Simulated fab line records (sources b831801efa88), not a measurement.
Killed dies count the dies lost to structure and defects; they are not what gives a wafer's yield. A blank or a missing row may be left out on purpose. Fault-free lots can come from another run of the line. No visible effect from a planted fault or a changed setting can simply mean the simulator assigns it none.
Struck lot and sound lot, side by side ; flow sfqLine ; 14 steps out of a route of 325
Sound: the wafers L678.2, L678.3, L678.5. The struck wafers were L695.1, L695.5, L695.6. The cause is given at the end.
At each step with rows: each side's tool, then ch and its chambers, then its first start. Under that, the readings that differ: sound wafers ; struck wafers ; difference of the means ; sigmas: that difference in standard deviations of wafers without a fault.
alike: readings with means less than 2 such deviations apart, plus words and numbers identical on both sides. not compared: withheld readings, readings lacking a value on some wafer, bounds such as >300 that could conceal the same value, and numbers that have no deviation in the record and whose values overlap.
Wherever a step has rows on one side only, a row that says differs or no value, or a row with sigmas, the two part there. Non-overlapping numbers with no deviation appear without sigmas and do not part them. A reading missing from all wafers of one side parts the sides only when that side holds two or more wafers.

SFQ_TRILAYER_I1_DEP_PECVD_045: deposits SiO2 from SiH4/N2O, time 111.11 s, target thk 500 nm.
  sound on pecvd-04 ch 0,1,2, day 26 20:47; struck on pecvd-04 ch 0,2, day 32 03:04
  alike: heaterPowerW, showerheadVppV, throttleValvePct
SFQ_TRILAYER_I1_CMP_CMP_046: polishes SiO2.
  sound on cmp-02 ch 0,1,2, day 27 05:43; struck on cmp-02 ch 1,2,3, day 32 11:19
  alike: motorCurrentA, slurryFilterDpKPa, slurryFlowMlMin, timeToEndpointS
SFQ_I1_BOW_MEAS_912:
  struck on filmMetro-03, day 32 12:49; sound on filmMetro-03, day 27 08:44
  alike: I1_BOW
SFQ_TRILAYER_I1_METRO_MEASURE_047:
  struck on filmMetro-03, day 32 12:56; sound on filmMetro-03, day 27 09:02
  alike: thkNm
then, 6 steps without rows for these wafers: SFQ_TRILAYER_I1_VIA_LITHO_COAT_054 (resist thk 62 nm); SFQ_TRILAYER_I1_VIA_LITHO_COAT_049 (resist thk 650 nm); SFQ_TRILAYER_I1_VIA_LITHO_SOFTBAKE_053; SFQ_TRILAYER_I1_VIA_LITHO_EXPOSE_050 (exposes mask I1, target cd 500 nm); SFQ_TRILAYER_I1_VIA_LITHO_PEB_052 (peb time 60 s); SFQ_TRILAYER_I1_VIA_LITHO_DEVELOP_051 (time 60 s).
SFQ_I1_OVL_MEAS_913:
  struck on overlay-01, day 32 17:11; sound on overlay-02, day 27 12:22
  alike: I1_OVL
SFQ_TRILAYER_I1_VIA_BARC_OPEN_VIA_ETCH_071: etches BARC in O2, target depth 125 nm, time 41.7 s.
  sound on rieDiel-02 ch 0,1,3, day 27 12:24; struck on rieDiel-02 ch 0,3, day 32 17:13
  alike: chamberPressureMTorr, drypumpMotorCurrentA, oesProductAu, rfFwdPowerW
  not compared: rfHoursCounterH
SFQ_TRILAYER_I1_VIA_ETCH_VIA_ETCH_052: etches SiO2 in CHF3, stops on Nb, target depth 260 nm.
  sound on rieDiel-02 ch 0,1,3, day 27 12:26; struck on rieDiel-02 ch 0,3, day 32 17:16
reading;sound;struck;difference;sigmas
rfFwdPowerW (W);500.7 498.4 499.9;416.4 418.2 419.7;-81.6;-48
  alike: chamberPressureMTorr, drypumpMotorCurrentA, oesProductAu
SFQ_TRILAYER_I1_VIA_STRIP_STRIP_053: strips in O2.
  sound on rieMetal-02 ch 1, day 27 12:33; struck on rieMetal-03 ch 0,1, day 32 17:22
  alike: chamberPressureMTorr, drypumpMotorCurrentA, oesProductAu
  not compared: rfHoursCounterH

WHERE THEY PART
Only at SFQ_TRILAYER_I1_VIA_ETCH_VIA_ETCH_052, within this record. Later steps at which nothing parts them and some readings are alike: SFQ_TRILAYER_I1_VIA_STRIP_STRIP_053.

WHY: what had been put in by the simulator
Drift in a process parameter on rieDiel-02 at SFQ_TRILAYER_I1_VIA_ETCH_VIA_ETCH_052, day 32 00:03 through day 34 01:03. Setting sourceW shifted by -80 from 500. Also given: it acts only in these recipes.
